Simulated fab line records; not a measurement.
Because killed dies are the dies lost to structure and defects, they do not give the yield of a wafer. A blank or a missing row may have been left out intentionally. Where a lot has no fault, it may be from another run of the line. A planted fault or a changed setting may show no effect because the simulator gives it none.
fab line records | flow sky130
record: lots: 12 wafers: 36 lastDay: 50
route steps=708 shown SPACER@306 SD_P@331 RES_XHIGH@340 SD_N@344
lots that met no fault: taken from a fault-free run of the same line
startH: the number of hours between the record's first day and the start of the first shown wafer of the lot | waitH: how many hours have passed since the lot's step before this one | " the same as in the row above | L1.1+2: several wafers, shown together as one row | - no value, or no start was given | * or withheld: withheld | < > ~ a bound
route shown NAME@n: a module of which the file shows steps, and the number in the route of the first | usual: mean/standard deviation taken from wafers without a fault | same: alike in all rows | chamber/n: place in a boat | sites: readings site by site | _std_site: the values' standard deviation | _edge_site: inner sites' mean taken away from outer sites' mean | radiusMm: for every site, how far away it sits from the centre of the wafer | mask NAME#n: copy n | behind: tool/chamber where the wafer was last shaped | hold: reason for holding the lot/hours on hold/outcome of the hold | device: which transistor (n, p or np) failed to switch | end of line: the route-end tests of the same wafers | for a step that has no rows: nothing shown but its recipe | killed: dies lost to structure and defects at the first sort, not the wafer's yield | map: a wafer's dies, x killed, . not, _ none there
set.NAME: the run value of the setting; set.NAME@STEP: its run value at that earlier step | model.NAME: the simulator's own value behind a step, which no gauge read
route steps across a sampled set of lots; one table per step, one row per wafer
services: from which hour (startH, from the record's first day; less than 0 if before it) a tool's chamber was out of use, for how many hours, and why
== steps ==
step: SKY_SPACER_ETCHBACK_02
recipe: chemistry: CH3F/O2 target: Si3N4 stopOn: SiO2 sourceW: 400 biasW: 80 pressureMtorr: 25 ch3fFlowSccm: 40 O2_flow_sccm: 30 timeS: 46.7 targetDepthA: 450
usual: O2_flow_sccm: 30.00/0.09 drypumpMotorCurrentA: 5.7/0.33 oesProductAu: 0.856/0.0062 throttleValvePct: 10.562/0.009
columns lot.wafer tool chamber startH waitH O2_flow_sccm drypumpMotorCurrentA oesProductAu rfHoursCounterH throttleValvePct
L278.2 rieDiel-02 1 522.64 0.0 30.05 5.9 0.855 6 10.570
L278.3 " 2 " " 30.05 5.6 0.858 3 10.565
L278.4 " 2 " " 30.18 5.6 0.857 - 10.555
L279.2 rieDiel-01 1 533.12 0.0 30.05 5.8 0.851 84 10.552
L279.3 " 3 " " 29.99 6.2 0.866 43 10.560
L279.5 " 1 " " 29.90 5.8 0.854 - 10.559
L280.1 rieDiel-02 2 539.79 0.1 30.11 5.6 0.848 4 10.566
L280.2 " 1 " " 29.97 5.9 0.858 6 10.575
L280.6 " 2 " " 30.15 5.6 0.851 - 10.562
L282.1 rieDiel-02 3 566.43 0.1 30.03 5.5 0.847 2 10.560
L282.5 " 3 " " 30.03 5.5 0.852 - 10.565
L282.6 " 2 " " 30.07 5.6 0.869 - 10.576
L284.3 rieDiel-02 2 582.74 0.0 29.93 5.6 0.864 4 10.582
L284.4 " 1 " " 30.12 5.9 0.853 7 10.554
L284.5 " 3 " " 29.98 5.5 0.851 - 10.559
L285.1 rieDiel-04 1 592.60 0.1 29.92 5.6 0.852 12 10.557
L285.4 " 2 " " 29.91 5.4 0.853 - 10.564
L285.6 " 0 " " 30.01 6.2 0.855 - 10.572
L288.1 rieDiel-02 3 620.62 0.1 29.88 5.5 0.864 3 10.562
L288.2 " 2 " " 30.04 5.6 0.862 5 10.564
L288.5 " 0 " " 30.13 6.4 0.869 - 10.576
L295.2 rieDiel-01 1 678.45 0.0 30.04 5.8 0.852 3 10.571
L295.5 " 2 " " 30.06 5.1 0.859 - 10.556
L295.6 " 3 " " 30.04 6.2 0.859 - 10.555
L296.4 rieDiel-01 0 685.52 0.0 29.91 5.5 0.859 52 10.545
L296.5 " 1 " " 30.10 5.8 0.852 - 10.565
L296.6 " 2 " " 29.94 5.1 0.851 - 10.557
L298.4 rieDiel-04 3 707.61 0.0 29.95 5.7 0.854 17 10.567
L298.5 " 1 " " 30.04 5.6 0.853 - 10.545
L298.6 " 2 " " 29.89 5.4 0.854 - 10.562
L301.1 rieDiel-02 3 714.50 0.1 29.90 5.5 0.862 5 10.559
L301.4 " 1 " " 29.87 5.9 0.860 9 10.574
L301.5 " 0 " " 30.05 6.4 0.856 - 10.557
L300.2 rieDiel-04 1 716.04 0.0 29.83 5.6 0.852 15 10.549
L300.3 " 3 " " 29.97 5.7 0.857 17 10.552
L300.4 " 1 " " 29.93 5.7 0.855 - 10.563
step: SKY_SD_P_TW_MEAS_11
usual: SD_P_TW: 2866/21
columns lot.wafer tool chamber startH waitH SD_P_TW
L278.2 filmMetro-01 - 582.59 0.1 2849
L278.3 " - " " 2856
L278.4 " - " " 2868
L279.2 filmMetro-03 - 593.90 0.1 2825
L279.3 " - " " 2823
L279.5 " - " " 2840
L280.1 filmMetro-01 - 600.05 0.1 2869
L280.2 " - " " 2880
L280.6 " - " " 2863
L282.1 filmMetro-01 - 626.35 0.1 2857
L282.5 " - " " 2879
L282.6 " - " " 2887
L284.3 filmMetro-02 - 642.06 0.1 2880
L284.4 " - " " 2873
L284.5 " - " " 2881
L285.1 filmMetro-02 - 650.90 0.1 2878
L285.4 " - " " 2870
L285.6 " - " " 2879
L288.1 filmMetro-02 - 678.25 0.1 2866
L288.2 " - " " 2874
L288.5 " - " " 2872
L295.2 filmMetro-02 - 734.65 0.1 2865
L295.5 " - " " 2874
L295.6 " - " " 2871
L296.4 filmMetro-01 - 741.63 0.1 2864
L296.5 " - " " 2870
L296.6 " - " " 2860
L298.4 filmMetro-01 - 763.77 0.1 2870
L298.5 " - " " 2870
L298.6 " - " " 2875
L301.1 filmMetro-03 - 770.30 0.1 2858
L301.4 " - " " 2858
L301.5 " - " " 2841
L300.2 filmMetro-01 - 771.69 0.1 2873
L300.3 " - " " 2893
L300.4 " - " " 2880
step: SKY_RES_XHIGH_STRIP_08
recipe: chemistry: O2/N2 powerW: 1400 pressureMtorr: 1500 platenTempC: withheld o2FlowSccm: 3000 n2FlowSccm: 300 overashFraction: 0.5
usual: drypumpMotorCurrentA: 5.96/0.27 oesProductAu: 0.711/0.0051 stripTimeToEndpointS: 14.29/0.044
same: overashFraction: 0.5
columns lot.wafer tool chamber startH waitH drypumpMotorCurrentA oesProductAu rfHoursCounterH stripTimeToEndpointS
L278.2 plasmaAsher-03 0 611.88 0.1 6.43 0.711 79 14.21
L278.3 " 1 " " 6.03 0.709 - 14.19
L278.4 " 0 " " 6.40 0.711 - 14.19
L279.2 plasmaAsher-03 0 622.38 0.1 6.46 0.716 80 14.27
L279.3 " 0 " " 6.42 0.703 - 14.24
L279.5 " 1 " " 6.01 0.715 - 14.27
L280.1 plasmaAsher-02 1 629.18 0.1 5.73 0.715 50 14.30
L280.2 " 0 " " 5.58 0.713 50 14.31
L280.6 " 1 " " 5.72 0.707 - 14.26
L282.1 plasmaAsher-03 0 655.43 0.1 6.43 0.715 83 14.22
L282.5 " 0 " " 6.41 0.722 - 14.27
L282.6 " 1 " " 6.02 0.709 - 14.24
L284.3 plasmaAsher-04 0 670.81 0.1 6.22 0.716 - 14.26
L284.4 " 1 " " 5.97 0.720 - 14.24
L284.5 " 1 " " 5.95 0.704 - 14.27
L285.1 plasmaAsher-03 0 678.63 0.1 6.41 0.717 85 14.33
L285.4 " 0 " " 6.39 0.711 - 14.29
L285.6 " 1 " " 6.00 0.714 - 14.28
L288.1 plasmaAsher-04 1 706.33 0.1 5.97 0.717 27 14.28
L288.2 " 0 " " 6.26 0.711 27 14.30
L288.5 " 0 " " 6.25 0.717 - 14.28
L295.2 plasmaAsher-04 1 761.89 0.1 5.97 0.717 33 14.31
L295.5 " 0 " " 6.20 0.705 - 14.30
L295.6 " 1 " " 5.96 0.715 - 14.28
L296.4 plasmaAsher-02 1 769.77 0.1 5.72 0.712 - 14.30
L296.5 " 1 " " 5.71 0.717 - 14.28
L296.6 " 0 " " 5.59 0.712 - 14.34
L298.4 plasmaAsher-04 0 789.97 0.1 6.23 0.709 - 14.27
L298.5 " 0 " " 6.21 0.714 - 14.28
L298.6 " 1 " " 5.96 0.715 - 14.30
L301.1 plasmaAsher-03 1 797.33 0.1 6.02 0.702 97 14.28
L301.4 " 0 " " 6.45 0.708 - 14.29
L301.5 " 1 " " 6.01 0.717 - 14.32
L300.2 plasmaAsher-02 1 798.53 0.1 5.72 0.712 67 14.18
L300.3 " 0 " " 5.57 0.709 - 14.21
L300.4 " 1 " " 5.71 0.714 - 14.20
step: SKY_SD_N_COAT_02
recipe: resist: NOVOLAK spinRpm: 3000 resistThkNm: 1140
columns lot.wafer tool chamber startH waitH
L278.2+3+4 lithoTrack-01 0 626.01 0.1
L279.2+3+5 lithoTrack-04 0 636.64 0.1
L280.1+2+6 lithoTrack-02 0 643.29 0.1
L282.1+5+6 lithoTrack-01 0 669.63 0.1
L284.3+4+5 lithoTrack-02 0 684.89 0.1
L285.1+4+6 lithoTrack-01 0 693.18 0.1
L288.1+2+5 lithoTrack-01 0 719.98 0.1
L295.2+5+6 lithoTrack-01 0 774.46 0.1
L296.4+5+6 lithoTrack-04 0 783.15 0.1
L298.4+5+6 lithoTrack-02 0 802.37 0.1
L301.1+4+5 lithoTrack-01 0 809.48 0.1
L300.2+3+4 lithoTrack-04 0 811.10 0.1
step: SKY_SD_N_STRIP_11
recipe: chemistry: O2/N2 powerW: 1400 pressureMtorr: 1500 platenTempC: withheld o2FlowSccm: 3000 n2FlowSccm: 300 overashFraction: 0.5
usual: drypumpMotorCurrentA: 6.07/0.25 oesProductAu: 0.527/0.0045 stripTimeToEndpointS: 22.57/0.038
same: overashFraction: 0.5
columns lot.wafer tool chamber startH waitH drypumpMotorCurrentA oesProductAu rfHoursCounterH stripTimeToEndpointS
L278.2 plasmaAsher-01 0 641.43 0.1 5.56 0.520 94 22.52
L278.3 " 1 " " 6.03 0.528 - 22.65
L278.4 " 0 " " 5.55 0.531 - 22.62
L279.2 plasmaAsher-03 0 651.98 0.1 6.42 0.529 83 22.55
L279.3 " 1 " " 6.01 0.528 - 22.54
L279.5 " 0 " " 6.42 0.530 - 22.56
L280.1 plasmaAsher-03 1 658.75 0.1 6.02 0.528 83 22.58
L280.2 " 0 " " 6.42 0.531 83 22.58
L280.6 " 1 " " 6.01 0.523 - 22.53
L282.1 plasmaAsher-03 1 684.40 0.1 6.02 0.524 86 22.56
L282.5 " 1 " " 6.03 0.525 - 22.61
L282.6 " 0 " " 6.43 0.534 - 22.58
L284.3 plasmaAsher-01 0 699.51 0.1 5.60 0.530 - 22.62
L284.4 " 1 " " 6.04 0.532 - 22.59
L284.5 " 1 " " 6.04 0.532 - 22.65
L285.1 plasmaAsher-03 1 707.46 0.1 6.02 0.523 88 22.81
L285.4 " 0 " " 6.44 0.532 - 22.79
L285.6 " 0 " " 6.44 0.534 - 22.77
L288.1 plasmaAsher-04 0 735.03 0.1 6.22 0.530 30 22.78
L288.2 " 1 " " 5.99 0.527 30 22.78
L288.5 " 0 " " 6.21 0.537 - 22.79
L295.2 plasmaAsher-01 1 788.59 0.1 6.03 0.525 4 22.58
L295.5 " 1 " " 6.01 0.530 - 22.54
L295.6 " 0 " " 5.56 0.522 - 22.52
L296.4 plasmaAsher-03 0 796.73 0.1 6.44 0.535 - 22.60
L296.5 " 0 " " 6.42 0.528 - 22.56
L296.6 " 1 " " 6.02 0.526 - 22.61
L298.4 plasmaAsher-03 1 816.37 0.1 6.02 0.536 - 22.58
L298.5 " 0 " " 6.48 0.527 - 22.56
L298.6 " 1 " " 6.06 0.524 - 22.53
L301.1 plasmaAsher-04 0 823.50 0.1 6.24 0.531 39 22.56
L301.4 " 0 " " 6.22 0.525 - 22.59
L301.5 " 0 " " 6.20 0.521 - 22.53
L300.2 plasmaAsher-01 0 825.44 0.1 5.59 0.523 8 22.54
L300.3 " 1 " " 6.04 0.531 - 22.51
L300.4 " 0 " " 5.58 0.520 - 22.54
== services ==
columns tool chamber startH hours kind
rieDiel-04 0 506.19 16.0 repair
rieDiel-02 0 515.21 16.1 repair
rieDiel-02 1 522.89 9.4 repair
rieDiel-01 2 525.63 9.8 repair
rieDiel-02 3 547.40 12.8 repair
rieDiel-01 0 571.26 19.7 repair
rieDiel-04 3 582.38 11.1 repair
plasmaAsher-03 - 585.81 2.8 pm
plasmaAsher-02 - 594.94 8.6 repair
plasmaAsher-02 - 621.73 4.0 pm
rieDiel-02 1 631.04 6.1 repair
rieDiel-02 - 634.78 1.0 repair
rieDiel-02 1 658.65 12.2 repair
rieDiel-02 3 680.28 5.5 repair
rieDiel-02 1 701.41 13.0 repair
rieDiel-02 - 710.57 0.6 repair
rieDiel-04 0 712.86 12.1 repair
plasmaAsher-02 - 714.91 1.2 repair
plasmaAsher-01 - 733.75 9.0 pm
rieDiel-02 2 761.71 1.9 repair
rieDiel-04 - 763.81 2.8 pm
plasmaAsher-03 - 764.71 2.0 repair
rieDiel-02 1 785.35 9.3 repair
rieDiel-02 1 796.60 22.4 repair
== key ==
firstSign: step: SKY_SD_N_STRIP_11 reading: stripTimeToEndpointS direction: up sigmas: 5.6 usual: * struck: *
effect none on later readings
metAt SKY_SD_N_COAT_02
struckLots L285,L288
testerLeftOut L285,L288
notActingAt SKY_SPACER_ETCHBACK_02,SKY_SD_P_TW_MEAS_11,SKY_RES_XHIGH_STRIP_08
onsetBetween 669.63 693.18
fault: kind: processParameterDrift tool: lithoTrack-01 chamber: - onsetH: 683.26 steps: SKY_SD_N_COAT_02 channel: resistThkNm offset: 19.693 shape: step endH: 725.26 actsIn: theseRecipesOnly stated: 1140
testerLeftOut: of these lots the tester's yield and bins aren't shown, on N5 and GAA mostly nor the transistor test; their killed dies are dies lost to structure and defects alone, not to doping, threshold or leakage, so they don't give the yield
